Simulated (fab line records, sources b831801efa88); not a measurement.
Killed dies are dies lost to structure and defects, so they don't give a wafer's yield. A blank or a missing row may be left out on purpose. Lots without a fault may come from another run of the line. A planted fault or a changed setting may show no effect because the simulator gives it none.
fab line records | flow sky130
record lots=7 wafers=19 last_day=49
route steps=708 shown METAL3@555 PAD_OPEN@708
lots that met no fault: from a run of the same line without faults
start_h: hours from the record's first day to the start of the lot's first wafer shown | wait_h: hours since the lot's step before | " the same as in the row above | L1.1+2: a row that stands for several wafers | - no value, or no start given | * or withheld: withheld | < > ~ a bound
route shown NAME@n: a module of which the file shows steps, and the number in the route of the first | usual: mean/standard deviation of fault-free wafers | same: alike in all rows | chamber/n: place in a boat | sites: the reading at each site | _std_site: their standard deviation | _edge_site: outer sites' mean less inner sites' | radius_mm: how far each site lies from the wafer's centre | mask NAME#n: copy n | behind: the tool/chamber that last shaped the wafer | hold: why the lot was held/for how many hours/how that ended | device: the transistor (n, p or np) that didn't switch | end of line: the same wafers' tests at the end of the route | a step without rows: its recipe alone | killed: dies lost to structure and defects at the first sort, not the wafer's yield | map: a wafer's dies, x killed, . not, _ none there
set.NAME: the setting as run; set.NAME@STEP: as run at that earlier step | model.NAME: the simulator's own value behind a step, which no gauge read
lots at some steps of the route; a table a step, a row a wafer
services: from which hour (start_h, from the record's first day; less than 0 if before it) a tool's chamber was out of use, for how many hours, and why
## steps
# step SKY_METAL3_DEHYDRATE_05
# recipe temp_c=200 time_s=60
# step SKY_METAL3_HMDS_06
# recipe prime_time_s=60 prime_temp_c=120
# step SKY_METAL3_COAT_07
# recipe resist=BARC temp_c=withheld time_s=withheld spin_rpm=3000 resist_thk_nm=60
# step SKY_METAL3_COAT_08
# recipe resist=KrF-thick spin_rpm=3000 resist_thk_nm=1140
# step SKY_METAL3_SOFTBAKE_09
# recipe temp_c=100 time_s=90 resist=KrF-thick
# step SKY_METAL3_EXPOSE_10
# recipe mask_id=MM3 na=0.68 source_shape=annular sigma_inner=0.4 sigma_outer=0.8 target_cd_nm=300 dose_mj=28
# step SKY_METAL3_PEB_11
# recipe peb_temp_c=withheld peb_time_s=withheld resist=KrF-thick
# step SKY_METAL3_DEVELOP_12
# recipe develop_time_s=60 resist=KrF-thick dev_temp_c=21
# step SKY_METAL3_CD_MEAS_13
# recipe target_cd_nm=300
# usual cd_nm=300.5/1.4
# columns lot.wafer tool chamber start_h wait_h cd_nm
L971.1 cd_sem-01 - 932.68 - 301.1
L971.3 " - " " 300.6
L971.5 " - " " 299.8
L972.1 cd_sem-01 - 933.63 - 300.7
L972.3 " - " " 299.2
L972.6 " - " " 300.6
L974.4 cd_sem-02 - 955.80 - 298.9
L974.5 " - " " 298.2
L976.4 cd_sem-02 - 967.06 - 301.5
L976.6 " - " " 300.5
L983.2 cd_sem-01 - 1013.05 - 299.9
L983.5 " - " " 299.6
L983.6 " - " " 303.3
L986.1 cd_sem-01 - 1035.85 - 299.2
L986.4 " - " " 298.9
L986.6 " - " " 299.1
L987.3 cd_sem-01 - 1042.33 - 302.2
L987.5 " - " " 302.0
L987.6 " - " " 300.5
# step SKY_METAL3_OVL_MEAS_14
# usual METAL3_OVL=-1/4.8
# columns lot.wafer tool chamber start_h wait_h METAL3_OVL[nm]
L971.1 overlay-01 - 932.80 0.1 -3
L971.3 " - " " 2
L971.5 " - " " -6
L972.1 overlay-01 - 933.75 0.1 -2
L972.3 " - " " -9
L972.6 " - " " -10
L974.4 overlay-02 - 955.88 0.1 8
L974.5 " - " " 0
L976.4 overlay-01 - 967.14 0.1 -1
L976.6 " - " " 0
L983.2 overlay-02 - 1013.16 0.1 0
L983.5 " - " " 3
L983.6 " - " " 4
L986.1 overlay-01 - 1035.97 0.1 3
L986.4 " - " " -12
L986.6 " - " " -1
L987.3 overlay-02 - 1042.42 0.1 -2
L987.5 " - " " -16
L987.6 " - " " 0
# step SKY_METAL3_DESCUM_15
# recipe chemistry=O2 source_power_w=150 bias_power_w=0 pressure_mtorr=10 temp_c=40 time_s=8
# usual drypump_motor_current_A=5.75/0.21 oes_product_au=0.999/0.0083
# columns lot.wafer tool chamber start_h wait_h drypump_motor_current_A oes_product_au rf_hours_counter_h
L971.1 rie_metal-03 1 932.84 0.0 5.78 0.989 17
L971.3 " 1 " " 5.78 1.011 -
L971.5 " 1 " " 5.78 1.005 -
L972.1 rie_metal-03 0 933.79 0.0 5.84 1.006 1
L972.3 " 0 " " 5.86 0.992 -
L972.6 " 1 " " 5.79 0.991 -
L974.4 rie_metal-04 0 955.91 0.0 5.97 1.006 -
L974.5 " 1 " " 5.16 1.005 -
L976.4 rie_metal-03 0 967.17 0.0 5.86 1.006 -
L976.6 " 0 " " 5.86 1.007 -
L983.2 rie_metal-03 0 1013.19 0.0 5.86 1.001 6
L983.5 " 1 " " 5.79 1.010 -
L983.6 " 0 " " 5.85 1.019 -
L986.1 rie_metal-04 1 1036.01 0.0 5.12 1.007 0
L986.4 " 0 " " 5.95 1.011 -
L986.6 " 1 " " 5.14 1.002 -
L987.3 rie_metal-01 1 1042.46 0.0 5.56 1.000 -
L987.5 " 0 " " 5.91 0.985 -
L987.6 " 1 " " 5.58 0.994 -
# step SKY_METAL3_ETCH_16
# recipe chemistry=N2/H2 target=BARC ion_energy_ev=200 bias_w=100 pressure_mtorr=30 n2_flow_sccm=100 h2_flow_sccm=200 icp_w=500 stop_on=SiO2 time_s=88.2 target_depth_a=600
# usual drypump_motor_current_A=5.76/0.21 oes_product_au=0.626/0.0052 throttle_valve_pct=13.205/0.0086
# columns lot.wafer tool chamber start_h wait_h drypump_motor_current_A oes_product_au rf_hours_counter_h throttle_valve_pct
L971.1 rie_metal-03 1 932.87 0.0 5.80 0.622 17 13.199
L971.3 " 1 " " 5.79 0.628 - 13.205
L971.5 " 1 " " 5.80 0.620 - 13.187
L972.1 rie_metal-03 0 933.82 0.0 5.86 0.623 1 13.204
L972.3 " 0 " " 5.84 0.625 - 13.208
L972.6 " 1 " " 5.79 0.621 - 13.201
L974.4 rie_metal-04 0 955.96 0.0 5.99 0.632 - 13.228
L974.5 " 1 " " 5.15 0.629 - 13.200
L976.4 rie_metal-03 0 967.22 0.0 5.82 0.627 - 13.198
L976.6 " 0 " " 5.81 0.627 - 13.189
L983.2 rie_metal-03 0 1013.22 0.0 5.90 0.626 6 13.217
L983.5 " 1 " " 5.81 0.623 - 13.195
L983.6 " 0 " " 5.86 0.626 - 13.200
L986.1 rie_metal-04 1 1036.04 0.0 5.17 0.629 0 13.207
L986.4 " 0 " " 5.97 0.627 - 13.196
L986.6 " 1 " " 5.18 0.638 - 13.225
L987.3 rie_metal-01 1 1042.51 0.0 5.58 0.623 - 13.212
L987.5 " 0 " " 5.91 0.623 - 13.207
L987.6 " 1 " " 5.59 0.631 - 13.197
# step SKY_METAL3_ETCH_17
# recipe target=SiO2 stop_on=TiN chemistry=C4F8/O2/Ar source_w=1500 bias_w=1200 pressure_mtorr=40 c4f8_flow_sccm=withheld O2_flow_sccm=6 Ar_flow_sccm=300 time_s=3.9 target_depth_a=150
# usual oes_product_au=0.754/0.0073
# columns lot.wafer tool chamber start_h wait_h oes_product_au model.TiN_of_METAL3_SPUTTER_04.thk_nm
L971.1 rie_diel-02 2 932.97 0.1 0.751 69.74
L971.3 " 1 " " 0.751 69.35
L971.5 " 1 " " 0.767 70.07
L972.1 rie_diel-01 0 933.92 0.1 0.752 69.86
L972.3 " 2 " " 0.749 69.68
L972.6 " 3 " " 0.750 69.35
L974.4 rie_diel-01 2 956.03 0.0 0.763 69.87
L974.5 " 0 " " 0.772 68.65
L976.4 rie_diel-01 0 967.30 0.0 0.738 68.84
L976.6 " 3 " " 0.756 68.54
L983.2 rie_diel-02 3 1013.32 0.1 0.758 70.13
L983.5 " 1 " " 0.763 70.64
L983.6 " 0 " " 0.755 69.94
L986.1 rie_diel-02 1 1036.14 0.1 0.746 70.69
L986.4 " 0 " " 0.751 70.33
L986.6 " 2 " " 0.751 70.38
L987.3 rie_diel-01 3 1042.58 0.0 0.751 70.47
L987.5 " 0 " " 0.754 70.22
L987.6 " 1 " " 0.755 69.88
# step SKY_METAL3_METAL_ETCH_18
# recipe target_depth_a=8450 stop_on=SiO2 over_etch_frac=0.3 time_s=183.1 chemistry=Cl2/BCl3 resist_sidewall_deg=88 pressure_mtorr=10 icp_w=900 bias_w=48.5 Cl2_flow_sccm=60 bcl3_flow_sccm=30
# usual drypump_motor_current_A=5.7/0.32 mfc_cl2_sccm=60.01/0.21 oes_product_au=0.867/0.0057 throttle_valve_pct=22.264/0.0093
# columns lot.wafer tool chamber start_h wait_h drypump_motor_current_A mfc_cl2_sccm oes_product_au rf_hours_counter_h throttle_valve_pct
L971.1 rie_metal-04 0 932.99 0.0 6.0 59.98 0.872 1 22.257
L971.3 " 0 " " 6.0 60.02 0.865 - 22.253
L971.5 " 0 " " 6.0 59.95 0.868 - 22.274
L972.1 rie_metal-04 1 933.94 0.0 5.2 59.99 0.855 18 22.258
L972.3 " 0 " " 6.0 60.26 0.866 - 22.258
L972.6 " 0 " " 6.0 60.19 0.871 - 22.262
L974.4 rie_metal-01 0 956.10 0.1 5.9 59.36 0.865 - 22.264
L974.5 " 1 " " 5.6 60.36 0.867 - 22.258
L976.4 rie_metal-04 1 967.37 0.1 5.1 59.69 0.866 - 22.259
L976.6 " 1 " " 5.2 59.62 0.866 - 22.264
L983.2 rie_metal-04 0 1013.40 0.1 6.0 60.11 0.866 - 22.262
L983.5 " 0 " " 6.0 59.85 0.866 - 22.253
L983.6 " 0 " " 6.0 59.96 0.872 - 22.252
L986.1 rie_metal-01 1 1036.16 0.0 5.5 59.96 0.866 6 22.258
L986.4 " 0 " " 5.9 60.29 0.862 - 22.264
L986.6 " 0 " " 5.9 60.26 0.861 - 22.272
L987.3 rie_metal-03 0 1042.65 0.1 5.8 60.17 0.874 - 22.264
L987.5 " 0 " " 5.8 60.13 0.869 - 22.256
L987.6 " 1 " " 5.8 59.75 0.868 - 22.275
# step SKY_PAD_OPEN_PROBE_99
# usual defect_limited_yield=82.4/1.9 killed_at_M0_to_M3=44/7 killed_at_M4_up=3.2/1.8 killed_at_contacts=24/5.1 killed_at_front_end=15/4.3 killed_at_other=0.3/0.5 killed_dies=86/9.6 killed_open=48/7.1 killed_short=38/6.7 sort_bin_3_pad_short=0.9/0.44 sort_bin_5_function=10.3/1.5 sort_bin_6_memory=6.4/1.1 sort_n_pass=406/9.6 sort_yield_pct=82.4/1.9
# same gross_dies=492 killed_at_back_side=0 sort_bin_4_leakage[%]=0 sort_bin_8_speed[%]=0
# columns lot.wafer tool chamber start_h wait_h defect_limited_yield[%] killed_at_M0_to_M3 killed_at_M4_up killed_at_contacts killed_at_front_end killed_at_other killed_dies killed_open killed_short sort_bin_3_pad_short[%] sort_bin_5_function[%] sort_bin_6_memory[%] sort_n_pass sort_yield_pct[%]
L971.1 prober-01 - 1101.88 0.1 83.5 42 3 24 12 0 81 44 37 1.0 10.4 5.1 411 83.5
L971.3 prober-01 - 1101.98 0.2 82.1 41 3 27 17 0 88 51 37 0.6 11.2 6.1 404 82.1
L971.5 prober-01 - 1102.08 0.2 82.9 38 0 22 24 0 84 46 38 0.6 11.0 5.5 408 82.9
L972.1 prober-02 - 1102.36 0.1 82.5 46 3 24 13 0 86 53 32 0.6 10.4 6.5 406 82.5
L972.3 prober-02 - 1102.46 0.2 78.3 55 2 36 14 0 107 51 56 1.0 12.6 8.1 385 78.3
L972.6 prober-02 - 1102.61 0.2 81.1 51 3 27 11 1 93 49 44 0.6 10.6 7.7 399 81.1
# killed by level:class
L971.1 VIA1:geometric_particle:open=11 CONTACT:geometric_particle:open=8 VIA3:geometric_particle:open=7 VIA1:geometric_particle:short=7 LI_CONTACT:geometric_particle:short=6 FIELD_ISO:geometric_particle:short=5 LI_CONTACT:geometric_particle:open=5 VIA2:geometric_particle:open=5
L971.3 VIA1:geometric_particle:open=12 CONTACT:geometric_particle:open=9 VIA2:geometric_particle:open=8 LI_CONTACT:geometric_particle:open=7 LI_CONTACT:geometric_particle:short=6 METAL2:geometric_particle:short=6 FIELD_ISO:geometric_particle:short=4 POLY_GATE:geometric_particle:open=4
L971.5 VIA1:geometric_particle:open=13 FIELD_ISO:geometric_particle:open=7 FIELD_ISO:geometric_particle:short=5 LI_CONTACT:geometric_particle:open=5 LOCAL_INTERCONNECT:geometric_particle:short=5 CONTACT:geometric_particle:open=5 METAL1:geometric_particle:short=5 POLY_GATE:geometric_particle:open=4
L972.1 CONTACT:geometric_particle:open=10 VIA1:geometric_particle:open=10 VIA3:geometric_particle:open=9 LI_CONTACT:geometric_particle:open=6 CONTACT:geometric_particle:short=6 VIA2:geometric_particle:short=5 METAL1:geometric_particle:short=5 VIA2:geometric_particle:open=5
L972.3 CONTACT:geometric_particle:open=15 METAL1:geometric_particle:short=10 VIA1:geometric_particle:open=9 VIA1:geometric_particle:short=8 LI_CONTACT:geometric_particle:open=7 CONTACT:geometric_particle:short=7 METAL2:geometric_particle:short=6 VIA3:geometric_particle:open=6
L972.6 CONTACT:geometric_particle:open=11 VIA1:geometric_particle:open=11 METAL1:geometric_particle:short=7 VIA2:geometric_particle:open=7 VIA3:geometric_particle:open=7 LI_CONTACT:geometric_particle:open=6 LOCAL_INTERCONNECT:geometric_particle:short=5 VIA1:geometric_particle:short=5
## services
# columns tool chamber start_h hours kind
rie_metal-01 1 912.92 - clean
rie_metal-01 1 912.92 15.0 scheduled_down
rie_metal-01 1 912.92 15.0 vent_cycle
rie_diel-02 0 946.22 1.4 repair
rie_diel-02 0 950.05 39.6 repair
rie_diel-01 1 965.56 - clean
rie_diel-01 1 965.56 20.7 scheduled_down
rie_diel-01 1 965.56 20.7 vent_cycle
rie_metal-03 - 987.69 4.4 repair
rie_diel-01 0 991.62 27.4 repair
rie_diel-01 3 1011.68 2.8 repair
rie_metal-04 1 1012.88 - clean
rie_metal-04 1 1012.88 19.2 scheduled_down
rie_metal-04 1 1012.88 19.2 vent_cycle
rie_metal-03 1 1013.72 - clean
rie_metal-03 1 1013.72 17.0 scheduled_down
rie_metal-03 1 1013.72 17.0 vent_cycle
rie_diel-02 - 1013.74 1.7 repair
rie_diel-01 1 1024.03 5.1 repair
## key
first_sign none at tools or gauges
model_effect step=SKY_METAL3_ETCH_17 value=TiN_of_METAL3_SPUTTER_04.thk_nm without=69.45 struck=68.85
met_at SKY_METAL3_ETCH_17
struck_wafers L972.6,L974.5,L976.6
fault kind=process_parameter_drift tool=rie_diel-01 chamber=- onset_h=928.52 steps=SKY_METAL3_ETCH_17 channel=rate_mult offset=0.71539 shape=step end_h=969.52 scope=struck_wafers_only
